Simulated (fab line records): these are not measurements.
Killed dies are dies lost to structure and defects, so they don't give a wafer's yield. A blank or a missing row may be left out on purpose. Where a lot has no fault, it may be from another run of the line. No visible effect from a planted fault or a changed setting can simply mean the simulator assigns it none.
A lot that was struck, set against a sound lot	flow sky130	17 out of 708 route steps
Sound: the wafers L339.1, L339.3, L339.5. Wafers struck: L348.1, L348.5, L348.6. At the end, the cause is stated.
Per side, at each step with rows, come the tool, then ch with its chambers, and then its first start. Under that, the readings that differ: sound wafers	struck wafers	difference of the means	sigmas: that difference in standard deviations of wafers without a fault.
alike: readings whose means differ by less than 2 such deviations, and words and numbers that are the same on both sides. not compared: withheld readings, readings that some wafer has no value for, bounds like >300 that may hide the same value, and numbers for which the record gives no deviation and whose values overlap.
A row with sigmas, a row that says differs or no value, or rows on one side alone: a step with any of these is where the two part. When numbers do not overlap yet have no deviation, they are printed without sigmas and do not part them. Lack of a reading on every wafer of one side parts them only where that side has two or more wafers.

SKY_VT_ADJUST_HVTP_OVL_MEAS_08:
  sound on overlay-02, day 8 20:23; struck on overlay-02, day 10 16:44
reading	sound	struck	difference	sigmas
VT_ADJUST_HVTP_OVL (nm)	0.5 0.0 0.9	-2.7 -3.8 -3.6	-3.8	-3
next, for these wafers, 1 step has no rows: SKY_VT_ADJUST_HVTP_IMPLANT_09.
SKY_VT_ADJUST_HVTP_STRIP_10: strips in O2/N2.
  sound on plasma asher-04 ch 1, day 8 20:34; struck on plasma asher-03 ch 0,1, day 10 16:55
  alike: drypump motor current A, oes product au, strip time to endpoint s
  not compared: rf hours counter h
SKY_VT_ADJUST_HVTP_TW_MEAS_11:
  sound on film metro-01, day 8 20:40; struck on film metro-03, day 10 17:01
  alike: VT_ADJUST_HVTP_TW
then, 7 steps without rows for these wafers: SKY_VT_ADJUST_LVTN_DEHYDRATE_00 (time 60 s); SKY_VT_ADJUST_LVTN_HMDS_01 (prime time 60 s); SKY_VT_ADJUST_LVTN_COAT_02 (resist thk 3000 nm); SKY_VT_ADJUST_LVTN_SOFTBAKE_03; SKY_VT_ADJUST_LVTN_EXPOSE_04 (exposes mask NWM COMPLEMENT LESS NATIVE, target cd 840 nm); SKY_VT_ADJUST_LVTN_PEB_05; SKY_VT_ADJUST_LVTN_DEVELOP_06 (develop time 60 s).
SKY_VT_ADJUST_LVTN_OVL_MEAS_07:
  sound on overlay-02, day 9 17:46; struck on overlay-01, day 11 16:04
  alike: VT_ADJUST_LVTN_OVL
SKY_VT_ADJUST_LVTN_IMPLANT_08:
  sound on implanter-03 ch 0, day 9 17:48; struck on implanter-03 ch 0, day 11 16:06
reading	sound	struck	difference	sigmas
dose ions cm2	1.5702e+12 1.5705e+12 1.5683e+12	1.442e+12 1.4384e+12 1.4408e+12	-1.293e+11	-81
faraday current uA	9.04 8.75 9.10	8.22 8.35 8.03	-0.76	-4
SKY_VT_ADJUST_LVTN_STRIP_09: strips in O2/N2.
  sound on plasma asher-01 ch 0, day 9 17:57; struck on plasma asher-02 ch 0,1, day 11 16:15
  alike: drypump motor current A, oes product au, strip time to endpoint s
  not compared: rf hours counter h
SKY_VT_ADJUST_LVTN_TW_MEAS_10:
  sound on film metro-01, day 9 18:03; struck on film metro-03, day 11 16:21
  alike: VT_ADJUST_LVTN_TW
then, 1 step without rows for these wafers: SKY_VT_ADJUST_LVTN_DEHYDRATE_11 (time 60 s).
-- the record jumps here: 38 days lie between the struck wafers' starts before and after (it left off in module VT_ADJUST_LVTN and takes up again in module PAD_OPEN, whose first step shown is number 708 of the route) --
SKY_PAD_OPEN_PROBE_99:
  sound on prober-02, day 48 17:55; struck on prober-02, day 50 00:26
  alike: killed_at_M0_to_M3, killed_at_M4_up, killed at contacts, killed at front end, killed at other, killed dies, killed open, killed short

== WHERE THEY PART ==
Last at SKY_VT_ADJUST_LVTN_IMPLANT_08 as far as this record goes, first at SKY_VT_ADJUST_HVTP_OVL_MEAS_08. Later steps at which nothing parts them and some readings are alike: SKY_VT_ADJUST_LVTN_STRIP_09, SKY_VT_ADJUST_LVTN_TW_MEAS_10, SKY_PAD_OPEN_PROBE_99.

WHY: the cause the simulator had injected
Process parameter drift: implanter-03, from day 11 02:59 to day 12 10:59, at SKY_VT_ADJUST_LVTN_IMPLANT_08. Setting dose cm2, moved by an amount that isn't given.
